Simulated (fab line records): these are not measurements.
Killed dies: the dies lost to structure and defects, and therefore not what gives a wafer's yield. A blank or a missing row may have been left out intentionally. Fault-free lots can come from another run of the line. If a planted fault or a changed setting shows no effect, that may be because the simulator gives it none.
Problem report in the 8D (eight disciplines) form, filled by code / flow gf180mcu / the parts of the form that need people (team, actions taken, sign-off) are left out

1. WHAT WENT WRONG
Across 3 wafers from 2 lots, SALICIDE_TIN_RS at GF_SALICIDE_RS_MEAS_04 averages 14.95 ohm/sq, while fault-free wafers read 16.41 ohm/sq with a standard deviation of 0.29. That puts it -5.0 standard deviations away from the usual mean.
The step: measures by four-point-probe.
First seen on wafer L945.5, day 18 15:58, on film-metro-04. The record holds 36 wafers of 12 lots with a number at this step. Rule for "out" (also "out of limits"): further than 4 standard deviations from the usual mean. The other wafers with a number count as sound.

2. WHAT IT IS; WHAT IT IS NOT
question=which readings at this step | is=SALICIDE_TIN_RS | is not=-
question=which lots | is=L945, L946 | is not=L938, L939, L949, L950, L951, L952, L954, L955, L956, L958
question=which wafers of those lots | is=L945.5, L945.6, L946.6 | is not=L945.4, L946.2, L946.4
question=read on which gauges | is=film-metro-01, film-metro-04 | is not=film-metro-02
question=when | is=from day 18 15:58 | is not=up to then (7 sound wafers); but 26 sound wafers of L946, L949, L950, L951, L952, L954, L955, L956, L958 came after

3. THE SUSPECTS, EACH WITH WHAT RULES IT OUT
Counting: any tool at a process step up to the reading remains a suspect provided it ran every lot that is out. Sound lots after the first of them don't rule it out here, since some wafers of a struck lot are sound.
- the gauge at GF_SALICIDE_RS_MEAS_04 has been ruled out. The wafers that are out were read on 2 gauges (film-metro-01, film-metro-04).
- pvd-sputter-01 at GF_SALICIDE_SPUTTER_02 (material Co, target thk 10 nm, time 20 s): kept. Ran every lot that is out, first one L945 (day 18 15:52); last sound lot up to then L938 (day 15 17:59).
The count leaves pvd-sputter-01 at GF_SALICIDE_SPUTTER_02.

4. THE CAUSE (what the simulator had put in)
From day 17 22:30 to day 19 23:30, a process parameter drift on pvd-sputter-01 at GF_SALICIDE_SPUTTER_02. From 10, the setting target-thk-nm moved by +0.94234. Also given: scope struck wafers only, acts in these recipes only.
After counting, this tool was the only one left.

5. THE EFFECT CHAIN, in route order
One row per reading whose mean, taken over the struck wafers that have a number, lies over 3 standard deviations from the usual. Readings are gone through only where the record gives a usual standard deviation; hours: the median, over the lots, of the time from a lot's start at the first step in this table giving one to that lot's start at this step; sigmas: the change measured in usual standard deviations.
hours=0; step=GF_SALICIDE_RS_MEAS_04; reading=SALICIDE_TIN_RS; usual=16.41 ohm/sq; on struck wafers=14.95; change=-1.46; sigmas=-5.0

6. HOW IT WOULD HAVE BEEN CAUGHT EARLIER
Counted from the fault's start at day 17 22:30, it took 17 hours until the first out-of-limits reading at a measuring or inspecting step in this record, taken at day 18 15:58.
No tool reading at GF_SALICIDE_SPUTTER_02 that has a usual standard deviation in the record was out on any struck wafer, so an alarm limit of 4 standard deviations on those readings would not have fired.
Lots out: 2; of these, L946 started GF_SALICIDE_SPUTTER_02 on pvd-sputter-01 after day 18 15:58. A tool hold placed at that time would have kept it from harm.
